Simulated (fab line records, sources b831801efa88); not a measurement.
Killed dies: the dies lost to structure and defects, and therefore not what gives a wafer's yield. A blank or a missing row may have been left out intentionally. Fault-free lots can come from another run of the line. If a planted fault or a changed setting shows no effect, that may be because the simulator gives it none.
fab line records    flow sky130
record: lots: 6  wafers: 18  last-day: 50
route steps=708 shown VT_ADJUST_HVTR@140 VT_ADJUST_PCH@143 SONOS_TUNNEL@154 SONOS_ONO@168 LI_CONTACT@365 CONTACT@411 VIA1@461 VIA2@510 VIA3@576 VIA4@642
lots with no fault: from the same line, run without faults
start-h: hours from the record's opening day to when the first of the lot's shown wafers began    wait-h: how many hours have passed since the lot's step before this one    " the same as in the row above    L1.1+2: a row that stands for several wafers    - either no value or no given start    * or withheld: withheld    < > ~ a bound
route shown NAME@n: names a module that has steps shown in the file, with the first one's number in the route    usual: mean/standard deviation taken from wafers without a fault    same: alike in all rows    chamber/n: place in a boat    sites: the reading at each site    _std_site: the values' standard deviation    _edge_site: mean of outer sites minus mean of inner sites    radius-mm: for every site, how far away it sits from the centre of the wafer    mask NAME#n: copy n    behind: the last tool/chamber to shape the wafer    hold: the reason the lot was held/the length of the hold in hours/how it ended    device: whichever transistor did not switch (one of n, p or np)    end of line: the tests these same wafers got at the end of their route    where a step has no rows: the recipe by itself    killed: the dies lost at the first sort to structure and to defects; this is not the yield of the wafer    map: a wafer's dies, x killed, . not, _ none there
set.NAME: the run value of the setting; set.NAME@STEP: its run value at that earlier step    model.NAME: the simulator's own value behind a step, which no gauge read
a table for each step, a row for each wafer; lots at some steps of the route
services: when a tool's chamber went out of use (start-h, in hours from the record's first day, below 0 if earlier), for how many hours, and the reason
== steps ==
step: SKY_VT_ADJUST_HVTR_IMPLANT_09
recipe: species: B  energy-kev: 10  dose-cm2: 2.1e+12  tilt-deg: withheld
step: SKY_VT_ADJUST_HVTR_STRIP_10
recipe: chemistry: O2/N2  power-w: 1400  pressure-mtorr: 1500  platen-temp-c: withheld  o2-flow-sccm: 3000  n2-flow-sccm: 300  overash-fraction: 0.5
usual: chamber-pressure-mTorr: 1499.9/1.2  drypump-motor-current-A: 5.71/0.29  o2-flow-sccm: 2999/8.9  oes-product-au: 0.715/0.0047  strip-time-to-endpoint-s: 14.19/0.03
lot.wafer  tool             chamber  start-h  wait-h  chamber-pressure-mTorr  drypump-motor-current-A  o2-flow-sccm  oes-product-au  rf-hours-counter-h  strip-time-to-endpoint-s
L134.2     plasma-asher-02  1        222.22   0.1     1502.3                  6.04                     3008          0.713           10                  14.18
L134.3     "                0        "        "       1501.2                  6.00                     2980          0.714           -                   14.20
L134.4     "                1        "        "       1500.6                  5.97                     3000          0.728           -                   14.19
L135.2     plasma-asher-04  0        229.17   0.1     1500.1                  5.52                     2987          0.712           55                  14.22
L135.4     "                0        "        "       1499.2                  5.52                     3003          0.722           -                   14.15
L135.6     "                0        "        "       1499.0                  5.51                     3008          0.716           -                   14.17
L136.2     plasma-asher-02  1        241.02   0.1     1501.8                  6.06                     2999          0.712           12                  14.21
L136.3     "                1        "        "       1499.9                  6.03                     2978          0.709           -                   14.21
L136.4     "                0        "        "       1499.5                  6.01                     3001          0.711           -                   14.21
L145.4     plasma-asher-03  1        301.01   0.1     1501.0                  5.78                     2999          0.713           -                   14.16
L145.5     "                1        "        "       1499.2                  5.78                     2999          0.713           -                   14.19
L145.6     "                0        "        "       1499.8                  5.85                     3006          0.725           -                   14.17
L147.3     plasma-asher-04  1        337.41   0.1     1499.9                  5.30                     2996          0.716           -                   14.18
L147.4     "                0        "        "       1498.2                  5.54                     2999          0.726           -                   14.23
L147.6     "                0        "        "       1500.0                  5.56                     2988          0.715           -                   14.25
L152.1     plasma-asher-04  0        364.18   0.1     1498.1                  5.54                     3004          0.721           68                  14.16
L152.2     "                1        "        "       1500.9                  5.29                     2998          0.712           68                  14.15
L152.6     "                0        "        "       1498.7                  5.52                     2984          0.722           -                   14.17
step: SKY_VT_ADJUST_HVTR_TW_MEAS_11
usual: VT_ADJUST_HVTR_TW: 209.3/1.7
lot.wafer  tool           chamber  start-h  wait-h  VT_ADJUST_HVTR_TW
L134.2     film-metro-04  -        222.33   0.1     208.2
L134.3     "              -        "        "       207.3
L134.4     "              -        "        "       209.3
L135.2     film-metro-03  -        229.28   0.1     208.0
L135.4     "              -        "        "       207.2
L135.6     "              -        "        "       208.3
L136.2     film-metro-04  -        241.13   0.1     207.6
L136.3     "              -        "        "       207.4
L136.4     "              -        "        "       207.0
L145.4     film-metro-03  -        301.10   0.1     209.4
L145.5     "              -        "        "       210.6
L145.6     "              -        "        "       209.7
L147.3     film-metro-04  -        337.50   0.1     207.6
L147.4     "              -        "        "       207.4
L147.6     "              -        "        "       208.1
L152.1     film-metro-04  -        364.28   0.1     208.4
L152.2     "              -        "        "       208.7
L152.6     "              -        "        "       209.8
step: SKY_VT_ADJUST_PCH_DEHYDRATE_00
recipe: temp-c: 200  time-s: 60
step: SKY_VT_ADJUST_PCH_HMDS_01
recipe: prime-time-s: 60  prime-temp-c: 120
step: SKY_VT_ADJUST_PCH_COAT_02
recipe: spin-rpm: 2000  resist-thk-nm: 3000
step: SKY_VT_ADJUST_PCH_SOFTBAKE_03
recipe: temp-c: 110  time-s: withheld
step: SKY_VT_ADJUST_PCH_EXPOSE_04
recipe: mask-id: NWM  na: 0.6  source-shape: conventional  sigma-outer: 0.6  polarization: unpolarized  target-cd-nm: 840  dose-mj: 255
step: SKY_VT_ADJUST_PCH_PEB_05
recipe: temp-c: 115  time-s: withheld
step: SKY_VT_ADJUST_PCH_DEVELOP_06
recipe: wall-angle-deg: 90  developer: TMAH  develop-time-s: 60  dev-temp-c: 23
step: SKY_VT_ADJUST_PCH_OVL_MEAS_07
usual: VT_ADJUST_PCH_OVL: 0.5/1.3
lot.wafer  tool        chamber  start-h  wait-h  VT_ADJUST_PCH_OVL[nm]
L134.2     overlay-01  -        245.54   -       0.0
L134.3     "           -        "        "       0.8
L134.4     "           -        "        "       0.4
L135.2     overlay-01  -        252.69   -       0.0
L135.4     "           -        "        "       1.1
L135.6     "           -        "        "       -0.7
L136.2     overlay-02  -        265.03   -       -1.4
L136.3     "           -        "        "       -1.8
L136.4     "           -        "        "       -2.6
L145.4     overlay-01  -        327.20   -       1.1
L145.5     "           -        "        "       1.6
L145.6     "           -        "        "       1.6
L147.3     overlay-01  -        365.15   -       0.4
L147.4     "           -        "        "       2.0
L147.6     "           -        "        "       0.3
L152.1     overlay-02  -        392.14   -       0.4
L152.2     "           -        "        "       1.3
L152.6     "           -        "        "       2.4
step: SKY_VT_ADJUST_PCH_IMPLANT_08
recipe: species: B  energy-kev: 10  dose-cm2: 5e+11  tilt-deg: withheld
step: SKY_VT_ADJUST_PCH_STRIP_09
recipe: chemistry: O2/N2  power-w: 1400  pressure-mtorr: 1500  platen-temp-c: withheld  o2-flow-sccm: 3000  n2-flow-sccm: 300  overash-fraction: 0.5
usual: chamber-pressure-mTorr: 1500.0/1.9  drypump-motor-current-A: 5.5/0.32  o2-flow-sccm: 3000/9.6  oes-product-au: 0.723/0.0043  strip-time-to-endpoint-s: 36.98/0.094
lot.wafer  tool             chamber  start-h  wait-h  chamber-pressure-mTorr  drypump-motor-current-A  o2-flow-sccm  oes-product-au  rf-hours-counter-h  strip-time-to-endpoint-s  model.coat_of_VT_ADJUST_PCH_COAT_02.thk-nm
L134.2     plasma-asher-01  0        245.72   0.1     1500.2                  5.6                      3001          0.727           55                  37.10                     0
L134.3     "                1        "        "       1498.9                  4.9                      2996          0.724           -                   36.97                     0
L134.4     "                0        "        "       1499.9                  5.6                      2998          0.715           -                   37.02                     0
L135.2     plasma-asher-03  1        252.87   0.1     -                       -                        -             -               -                   -                         3004
L135.4     "                1        "        "       -                       -                        -             -               -                   -                         3010
L135.6     "                1        "        "       -                       -                        -             -               -                   -                         3014
L136.2     plasma-asher-04  1        265.21   0.1     -                       -                        -             -               -                   -                         2999
L136.3     "                1        "        "       -                       -                        -             -               -                   -                         3013
L136.4     "                0        "        "       -                       -                        -             -               -                   -                         3002
L145.4     plasma-asher-03  1        327.40   0.1     1500.8                  5.8                      2993          0.722           -                   37.19                     0
L145.5     "                1        "        "       1499.8                  5.8                      3005          0.727           -                   37.09                     0
L145.6     "                0        "        "       1500.2                  5.9                      2998          0.730           -                   37.10                     0
L147.3     plasma-asher-04  0        365.35   0.1     1498.4                  5.5                      2986          0.716           -                   36.90                     0
L147.4     "                1        "        "       1498.1                  5.3                      2990          0.722           -                   36.92                     0
L147.6     "                0        "        "       1499.5                  5.5                      3001          0.725           -                   36.86                     0
L152.1     plasma-asher-04  1        392.32   0.1     1499.6                  5.3                      3000          0.728           71                  36.98                     0
L152.2     "                0        "        "       1500.5                  5.5                      2987          0.724           71                  37.01                     0
L152.6     "                0        "        "       1501.2                  5.6                      2994          0.720           -                   36.89                     0
step: SKY_VT_ADJUST_PCH_TW_MEAS_10
usual: VT_ADJUST_PCH_TW: 142.1/1.9
lot.wafer  tool           chamber  start-h  wait-h  VT_ADJUST_PCH_TW
L134.2     film-metro-03  -        245.83   0.1     141.2
L134.3     "              -        "        "       140.2
L134.4     "              -        "        "       140.8
L135.2     film-metro-03  -        252.98   0.1     140.9
L135.4     "              -        "        "       141.1
L135.6     "              -        "        "       140.8
L136.2     film-metro-03  -        265.32   0.1     141.3
L136.3     "              -        "        "       141.0
L136.4     "              -        "        "       141.4
L145.4     film-metro-03  -        327.50   0.1     141.2
L145.5     "              -        "        "       140.1
L145.6     "              -        "        "       140.8
L147.3     film-metro-03  -        365.44   0.1     140.6
L147.4     "              -        "        "       140.6
L147.6     "              -        "        "       141.6
L152.1     film-metro-03  -        392.42   0.1     141.7
L152.2     "              -        "        "       141.1
L152.6     "              -        "        "       142.0
step: SKY_SONOS_TUNNEL_DEHYDRATE_00
recipe: temp-c: 200  time-s: 60
step: SKY_SONOS_TUNNEL_HMDS_01
recipe: prime-time-s: 60  prime-temp-c: 120
step: SKY_SONOS_TUNNEL_COAT_02
recipe: resist: NOVOLAK  spin-rpm: 3000  resist-thk-nm: 1140
step: SKY_SONOS_TUNNEL_SOFTBAKE_03
recipe: temp-c: 90  time-s: 60  resist: NOVOLAK
step: SKY_SONOS_TUNNEL_EXPOSE_04
recipe: mask-id: TUNM  na: 0.6  source-shape: conventional  sigma-outer: 0.6  polarization: unpolarized  target-cd-nm: 410  dose-mj: 136
step: SKY_SONOS_TUNNEL_PEB_05
recipe: temp-c: withheld  time-s: *  resist: NOVOLAK
step: SKY_SONOS_TUNNEL_DEVELOP_06
recipe: resist: NOVOLAK  developer: TMAH  develop-time-s: 60  dev-temp-c: 23
step: SKY_SONOS_TUNNEL_CD_MEAS_07
recipe: target-cd-nm: 410
usual: cd-nm: 410.0/2.4
lot.wafer  tool       chamber  start-h  wait-h  cd-nm
L134.2     cd-sem-02  -        269.61   0.1     410.4
L134.3     "          -        "        "       410.5
L134.4     "          -        "        "       412.1
L135.2     cd-sem-02  -        276.69   0.1     409.5
L135.4     "          -        "        "       411.5
L135.6     "          -        "        "       410.6
L136.2     cd-sem-01  -        290.05   0.1     408.8
L136.3     "          -        "        "       405.6
L136.4     "          -        "        "       405.2
L145.4     cd-sem-01  -        354.28   0.1     412.1
L145.5     "          -        "        "       412.3
L145.6     "          -        "        "       412.7
L147.3     cd-sem-01  -        394.37   0.1     412.3
L147.4     "          -        "        "       409.4
L147.6     "          -        "        "       410.7
L152.1     cd-sem-02  -        421.33   0.1     412.5
L152.2     "          -        "        "       410.6
L152.6     "          -        "        "       412.2
step: SKY_SONOS_TUNNEL_OVL_MEAS_08
usual: SONOS_TUNNEL_OVL: 0.3/1.3
lot.wafer  tool        chamber  start-h  wait-h  SONOS_TUNNEL_OVL[nm]
L134.2     overlay-02  -        269.71   0.1     0.1
L134.3     "           -        "        "       0.6
L134.4     "           -        "        "       2.4
L135.2     overlay-01  -        276.79   0.1     -1.4
L135.4     "           -        "        "       -0.9
L135.6     "           -        "        "       0.9
L136.2     overlay-01  -        290.16   0.1     -1.1
L136.3     "           -        "        "       -0.5
L136.4     "           -        "        "       1.1
L145.4     overlay-01  -        354.36   0.1     1.8
L145.5     "           -        "        "       -0.3
L145.6     "           -        "        "       -0.9
L147.3     overlay-02  -        394.47   0.1     -1.1
L147.4     "           -        "        "       -0.4
L147.6     "           -        "        "       0.6
L152.1     overlay-01  -        421.45   0.1     0.7
L152.2     "           -        "        "       3.1
L152.6     "           -        "        "       1.9
step: SKY_SONOS_TUNNEL_IMPLANT_09
recipe: species: B  energy-kev: 20  dose-cm2: 1e+12  tilt-deg: withheld
step: SKY_SONOS_TUNNEL_WET_ETCH_10
recipe: chemistry: dHF  target-depth-nm: 14  target: SiO2  dilution: 100:1  temp-c: 25  time-s: 280
step: SKY_SONOS_TUNNEL_STRIP_11
recipe: chemistry: SPM  time-s: 600  temp-c: 130
usual: bath-guard-temp-C: 130.0/0.43  bath-heat-duty-pct: 15.4/1.4
lot.wafer  tool          chamber  start-h  wait-h  bath-guard-temp-C  bath-heat-duty-pct  model.NOVOLAK_of_SONOS_TUNNEL_COAT_02.thk-nm
L134.2     wet-bench-01  1        269.98   0.0     130.4              13.7                0
L134.3     "             1        "        "       130.5              13.4                0
L134.4     "             1        "        "       130.3              13.6                0
L135.2     wet-bench-04  0        277.14   0.0     129.6              16.4                1144
L135.4     "             0        "        "       129.9              15.0                1145
L135.6     "             0        "        "       130.0              15.4                1140
L136.2     wet-bench-02  1        290.43   0.0     129.9              16.6                1144
L136.3     "             1        "        "       130.5              16.7                1147
L136.4     "             1        "        "       130.4              16.8                1147
L145.4     wet-bench-01  3        354.62   0.0     129.5              15.5                0
L145.5     "             3        "        "       130.1              17.0                0
L145.6     "             3        "        "       130.1              14.6                0
L147.3     wet-bench-01  2        394.73   0.0     129.9              14.8                0
L147.4     "             2        "        "       130.1              12.8                0
L147.6     "             2        "        "       129.6              12.1                0
L152.1     wet-bench-02  1        421.73   0.0     130.6              17.4                0
L152.2     "             1        "        "       130.5              16.3                0
L152.6     "             1        "        "       130.6              16.7                0
step: SKY_SONOS_TUNNEL_TW_MEAS_12
usual: SONOS_TUNNEL_TW: 198.0/2.4
lot.wafer  tool           chamber  start-h  wait-h  SONOS_TUNNEL_TW
L134.2     film-metro-04  -        270.16   0.0     195.1
L134.3     "              -        "        "       195.4
L134.4     "              -        "        "       195.9
L135.2     film-metro-01  -        277.33   0.0     29.9
L135.4     "              -        "        "       30.1
L135.6     "              -        "        "       30.1
L136.2     film-metro-01  -        290.62   0.0     30.4
L136.3     "              -        "        "       30.3
L136.4     "              -        "        "       30.4
L145.4     film-metro-01  -        354.82   0.0     198.4
L145.5     "              -        "        "       198.5
L145.6     "              -        "        "       197.7
L147.3     film-metro-04  -        394.95   0.0     195.0
L147.4     "              -        "        "       194.7
L147.6     "              -        "        "       195.2
L152.1     film-metro-01  -        422.11   0.0     198.5
L152.2     "              -        "        "       198.0
L152.6     "              -        "        "       198.8
step: SKY_SONOS_TUNNEL_CLEAN_13
recipe: chemistry: dHF  time-s: 20  dilution: 100:1  dry: ipa-marangoni
step: SKY_SONOS_ONO_OXIDATION_00
recipe: temp-c: 800  ambient: O2  idle-temp-c: 700  ramp-up-c-per-min: 10  ramp-down-c-per-min: 3  stabilise-s: 600  purge-s: 300  target-thk-a: 26  ox-time-s: 1249
step: SKY_SONOS_ONO_THK_MEAS_01
recipe: reads: SiO2_of_SONOS_ONO_OXIDATION_00
usual: SONOS_ONO_OXIDATION_THK: 2.57/0.056
lot.wafer  tool           chamber  start-h  wait-h  SONOS_ONO_OXIDATION_THK[nm]
L134.2     film-metro-01  -        275.29   0.0     2.60
L134.3     "              -        "        "       2.65
L134.4     "              -        "        "       2.66
L135.2     film-metro-03  -        279.41   0.0     2.56
L135.4     "              -        "        "       2.61
L135.6     "              -        "        "       2.46
L136.2     film-metro-03  -        292.37   0.0     2.54
L136.3     "              -        "        "       2.52
L136.4     "              -        "        "       2.56
L145.4     film-metro-03  -        358.05   0.0     2.44
L145.5     "              -        "        "       2.47
L145.6     "              -        "        "       2.45
L147.3     film-metro-02  -        396.49   0.0     2.63
L147.4     "              -        "        "       2.55
L147.6     "              -        "        "       2.56
L152.1     film-metro-01  -        424.83   0.0     2.54
L152.2     "              -        "        "       2.47
L152.6     "              -        "        "       2.61
step: SKY_SONOS_ONO_CVD_02
recipe: material: Si3N4  precursor: DCS/NH3  target-thk-nm: 10.5  temp-c: 770  time-s: 180  pressure-mtorr: 240.5
step: SKY_SONOS_ONO_THK_MEAS_03
recipe: reads: Si3N4_of_SONOS_ONO_CVD_02
usual: SONOS_ONO_CVD_02_THK: 10.38/0.15
lot.wafer  tool           chamber  start-h  wait-h  SONOS_ONO_CVD_02_THK[nm]
L134.2     film-metro-02  -        278.19   0.0     10.36
L134.3     "              -        "        "       10.31
L134.4     "              -        "        "       10.14
L135.2     film-metro-01  -        281.03   0.0     10.38
L135.4     "              -        "        "       10.32
L135.6     "              -        "        "       10.40
L136.2     film-metro-02  -        297.21   0.0     10.31
L136.3     "              -        "        "       10.30
L136.4     "              -        "        "       10.45
L145.4     film-metro-01  -        362.07   0.0     10.46
L145.5     "              -        "        "       10.37
L145.6     "              -        "        "       10.45
L147.3     film-metro-03  -        397.60   0.0     10.34
L147.4     "              -        "        "       10.30
L147.6     "              -        "        "       10.35
L152.1     film-metro-03  -        428.09   0.0     10.60
L152.2     "              -        "        "       10.57
L152.6     "              -        "        "       10.59
step: SKY_SONOS_ONO_CVD_04
recipe: material: SiO2  precursor: SiH4/N2O  target-thk-nm: 5.7199  temp-c: 900  pressure-mtorr: 400
step: SKY_SONOS_ONO_THK_MEAS_05
recipe: reads: SiO2_of_SONOS_ONO_CVD_04
usual: SONOS_ONO_CVD_04_THK: 5.76/0.1
lot.wafer  tool           chamber  start-h  wait-h  SONOS_ONO_CVD_04_THK[nm]
L134.2     film-metro-02  -        279.50   0.0     5.57
L134.3     "              -        "        "       5.65
L134.4     "              -        "        "       5.64
L135.2     film-metro-02  -        282.34   0.0     5.69
L135.4     "              -        "        "       5.69
L135.6     "              -        "        "       5.73
L136.2     film-metro-02  -        298.52   0.0     5.79
L136.3     "              -        "        "       5.78
L136.4     "              -        "        "       5.78
L145.4     film-metro-01  -        363.38   0.0     5.92
L145.5     "              -        "        "       5.95
L145.6     "              -        "        "       5.88
L147.3     film-metro-02  -        398.91   0.0     5.60
L147.4     "              -        "        "       5.69
L147.6     "              -        "        "       5.64
L152.1     film-metro-02  -        430.02   0.0     5.68
L152.2     "              -        "        "       5.79
L152.6     "              -        "        "       5.82
step: SKY_SONOS_ONO_DEHYDRATE_06
recipe: temp-c: 200  time-s: 60
step: SKY_SONOS_ONO_HMDS_07
recipe: prime-time-s: 60  prime-temp-c: 120
step: SKY_SONOS_ONO_COAT_08
recipe: resist: NOVOLAK  spin-rpm: 3000  resist-thk-nm: 1140
step: SKY_SONOS_ONO_SOFTBAKE_09
recipe: temp-c: 90  time-s: 60  resist: NOVOLAK
step: SKY_SONOS_ONO_EXPOSE_10
recipe: mask-id: ONOM  target-cd-nm: 410  na: 0.6  source-shape: conventional  sigma-outer: 0.6  dose-mj: 150
step: SKY_SONOS_ONO_PEB_11
recipe: temp-c: withheld  time-s: *  resist: NOVOLAK
step: SKY_SONOS_ONO_DEVELOP_12
recipe: develop-time-s: 60  dev-temp-c: 23
step: SKY_SONOS_ONO_CD_MEAS_13
recipe: target-cd-nm: 410
usual: cd-nm: 410.3/2.6
lot.wafer  tool       chamber  start-h  wait-h  cd-nm
L134.2     cd-sem-01  -        304.79   0.1     409.5
L134.3     "          -        "        "       407.2
L134.4     "          -        "        "       411.4
L135.2     cd-sem-02  -        307.74   0.1     414.3
L135.4     "          -        "        "       409.4
L135.6     "          -        "        "       411.3
L136.2     cd-sem-01  -        324.10   0.1     413.5
L136.3     "          -        "        "       413.7
L136.4     "          -        "        "       411.5
L145.4     cd-sem-01  -        391.55   0.1     410.9
L145.5     "          -        "        "       407.8
L145.6     "          -        "        "       410.1
L147.3     cd-sem-02  -        427.58   0.1     409.0
L147.4     "          -        "        "       409.8
L147.6     "          -        "        "       407.1
L152.1     cd-sem-01  -        461.34   0.1     416.1
L152.2     "          -        "        "       413.5
L152.6     "          -        "        "       412.7
step: SKY_LI_CONTACT_BOW_MEAS_03
recipe: mode: bow
usual: LI_CONTACT_BOW: 57/6.7
lot.wafer  tool           chamber  start-h  wait-h  LI_CONTACT_BOW[um]
L134.2     film-metro-03  -        669.98   0.3     55
L134.3     "              -        "        "       52
L134.4     "              -        "        "       57
L135.2     film-metro-03  -        676.26   0.2     21
L135.4     "              -        "        "       19
L135.6     "              -        "        "       28
L136.2     film-metro-03  -        689.19   0.2     21
L136.3     "              -        "        "       14
L136.4     "              -        "        "       24
L145.4     film-metro-03  -        754.18   0.2     55
L145.5     "              -        "        "       57
L145.6     "              -        "        "       53
L147.3     film-metro-04  -        790.05   0.3     73
L147.4     "              -        "        "       62
L147.6     "              -        "        "       55
L152.1     film-metro-02  -        818.74   0.2     50
L152.2     "              -        "        "       67
L152.6     "              -        "        "       53
step: SKY_CONTACT_BOW_MEAS_05
recipe: mode: bow
usual: CONTACT_BOW: 83/6.6
lot.wafer  tool           chamber  start-h  wait-h  CONTACT_BOW[um]
L134.2     film-metro-01  -        727.74   0.2     81
L134.3     "              -        "        "       80
L134.4     "              -        "        "       82
L135.2     film-metro-01  -        734.31   0.3     48
L135.4     "              -        "        "       47
L135.6     "              -        "        "       54
L136.2     film-metro-02  -        745.39   0.2     48
L136.3     "              -        "        "       40
L136.4     "              -        "        "       52
L145.4     film-metro-01  -        809.89   0.2     83
L145.5     "              -        "        "       85
L145.6     "              -        "        "       82
L147.3     film-metro-03  -        846.14   0.2     97
L147.4     "              -        "        "       86
L147.6     "              -        "        "       79
L152.1     film-metro-03  -        874.98   0.1     76
L152.2     "              -        "        "       92
L152.6     "              -        "        "       80
step: SKY_VIA1_BOW_MEAS_03
recipe: mode: bow
usual: VIA1_BOW: 83/6.9
lot.wafer  tool           chamber  start-h  wait-h  VIA1_BOW[um]
L134.2     film-metro-04  -        785.05   0.2     81
L134.3     "              -        "        "       80
L134.4     "              -        "        "       83
L135.2     film-metro-04  -        792.26   0.2     47
L135.4     "              -        "        "       46
L135.6     "              -        "        "       54
L136.2     film-metro-02  -        800.93   0.2     46
L136.3     "              -        "        "       37
L136.4     "              -        "        "       48
L145.4     film-metro-04  -        865.97   0.2     83
L145.5     "              -        "        "       88
L145.6     "              -        "        "       82
L147.3     film-metro-04  -        902.56   0.2     98
L147.4     "              -        "        "       85
L147.6     "              -        "        "       79
L152.1     film-metro-04  -        929.59   0.2     78
L152.2     "              -        "        "       94
L152.6     "              -        "        "       82
step: SKY_VIA2_BOW_MEAS_03
recipe: mode: bow
usual: VIA2_BOW: 88/7.4
lot.wafer  tool           chamber  start-h  wait-h  VIA2_BOW[um]
L134.2     film-metro-01  -        842.00   0.2     82
L134.3     "              -        "        "       81
L134.4     "              -        "        "       85
L135.2     film-metro-01  -        849.13   0.1     51
L135.4     "              -        "        "       49
L135.6     "              -        "        "       57
L136.2     film-metro-02  -        856.95   0.2     55
L136.3     "              -        "        "       45
L136.4     "              -        "        "       59
L145.4     film-metro-03  -        920.25   0.2     88
L145.5     "              -        "        "       91
L145.6     "              -        "        "       87
L147.3     film-metro-02  -        954.39   0.1     103
L147.4     "              -        "        "       92
L147.6     "              -        "        "       84
L152.1     film-metro-01  -        981.21   0.2     82
L152.2     "              -        "        "       98
L152.6     "              -        "        "       86
step: SKY_VIA3_BOW_MEAS_03
recipe: mode: bow
usual: VIA3_BOW: 82/7.6
lot.wafer  tool           chamber  start-h  wait-h  VIA3_BOW[um]
L134.2     film-metro-04  -        923.76   0.2     76
L134.3     "              -        "        "       76
L134.4     "              -        "        "       80
L135.2     film-metro-02  -        930.16   0.3     51
L135.4     "              -        "        "       52
L135.6     "              -        "        "       57
L136.2     film-metro-03  -        937.56   0.1     50
L136.3     "              -        "        "       41
L136.4     "              -        "        "       55
L145.4     film-metro-03  -        996.49   0.3     83
L145.5     "              -        "        "       88
L145.6     "              -        "        "       82
L147.3     film-metro-03  -        1028.11  0.1     100
L147.4     "              -        "        "       85
L147.6     "              -        "        "       82
L152.1     film-metro-03  -        1053.12  0.2     72
L152.2     "              -        "        "       87
L152.6     "              -        "        "       77
step: SKY_VIA4_BOW_MEAS_03
recipe: mode: bow
usual: VIA4_BOW: 82/8.1
lot.wafer  tool           chamber  start-h  wait-h  VIA4_BOW[um]
L134.2     film-metro-02  -        999.10   0.1     82
L134.3     "              -        "        "       80
L134.4     "              -        "        "       84
L135.2     film-metro-03  -        1005.42  0.3     52
L135.4     "              -        "        "       51
L135.6     "              -        "        "       58
L136.2     film-metro-01  -        1011.51  0.1     51
L136.3     "              -        "        "       41
L136.4     "              -        "        "       54
L145.4     film-metro-02  -        1065.26  0.2     84
L145.5     "              -        "        "       89
L145.6     "              -        "        "       84
L147.3     film-metro-02  -        1096.28  0.1     105
L147.4     "              -        "        "       93
L147.6     "              -        "        "       87
L152.1     film-metro-01  -        1119.28  0.1     77
L152.2     "              -        "        "       93
L152.6     "              -        "        "       79
== services ==
tool             chamber  start-h  hours  kind
plasma-asher-01  -        199.77   3.3    repair
plasma-asher-03  -        201.46   2.2    repair
plasma-asher-02  -        253.87   2.8    pm
plasma-asher-04  -        256.23   1.2    repair
plasma-asher-04  -        276.41   7.3    repair
wet-bench-01     -        287.04   3.2    repair
plasma-asher-03  -        323.88   0.4    repair
plasma-asher-01  -        340.91   1.2    repair
plasma-asher-02  -        401.10   14.6   pm
plasma-asher-04  -        421.25   9.0    pm
plasma-asher-04  0        421.25   9.0    vent-cycle
plasma-asher-04  1        421.25   9.0    vent-cycle
plasma-asher-03  -        421.36   11.0   repair
== key ==
first-sign: step: SKY_VT_ADJUST_PCH_STRIP_09  reading: tool-record  direction: missing
effect: step: SKY_SONOS_TUNNEL_TW_MEAS_12  reading: SONOS_TUNNEL_TW  direction: down  sigmas: 70  usual: 198.0  struck: 30.2
effect: step: SKY_LI_CONTACT_BOW_MEAS_03  reading: LI_CONTACT_BOW  direction: down  sigmas: 5.4  usual: 57  struck: 21
effect: step: SKY_CONTACT_BOW_MEAS_05  reading: CONTACT_BOW  direction: down  sigmas: 5.2  usual: 83  struck: 48
effect: step: SKY_VIA1_BOW_MEAS_03  reading: VIA1_BOW  direction: down  sigmas: 5.3  usual: 83  struck: 47
effect: step: SKY_VIA2_BOW_MEAS_03  reading: VIA2_BOW  direction: down  sigmas: 4.8  usual: 88  struck: 53
effect: step: SKY_VIA3_BOW_MEAS_03  reading: VIA3_BOW  direction: down  sigmas: 4.1  usual: 82  struck: 51
effect: step: SKY_VIA4_BOW_MEAS_03  reading: VIA4_BOW  direction: down  sigmas: 3.8  usual: 82  struck: 51
model-effect: step: SKY_VT_ADJUST_PCH_STRIP_09  value: coat_of_VT_ADJUST_PCH_COAT_02.thk-nm  without: 0  struck: 3007
model-effect: step: SKY_SONOS_TUNNEL_STRIP_11  value: NOVOLAK_of_SONOS_TUNNEL_COAT_02.thk-nm  without: 0  struck: 1144
met-at SKY_VT_ADJUST_PCH_STRIP_09
struck-wafers L135.2,L135.4,L135.6,L136.2,L136.3,L136.4
sort-left-out L135.2,L135.4,L135.6,L136.2,L136.3,L136.4
tester-left-out L135,L136
fault: kind: skipped-step-whole  tool: plasma-asher-03,plasma-asher-04  chamber: -  onset-h: 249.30  steps: SKY_VT_ADJUST_PCH_STRIP_09  scope: struck-lots-only
tester-left-out: of these lots the tester's yield and bins aren't shown, on N5 and GAA mostly nor the transistor test; their killed dies are dies lost to structure and defects alone, not to doping, threshold or leakage, so they don't give the yield
sort-left-out: the simulated sort isn't trusted on such a fault, so these wafers' sort isn't shown, and their yield isn't known
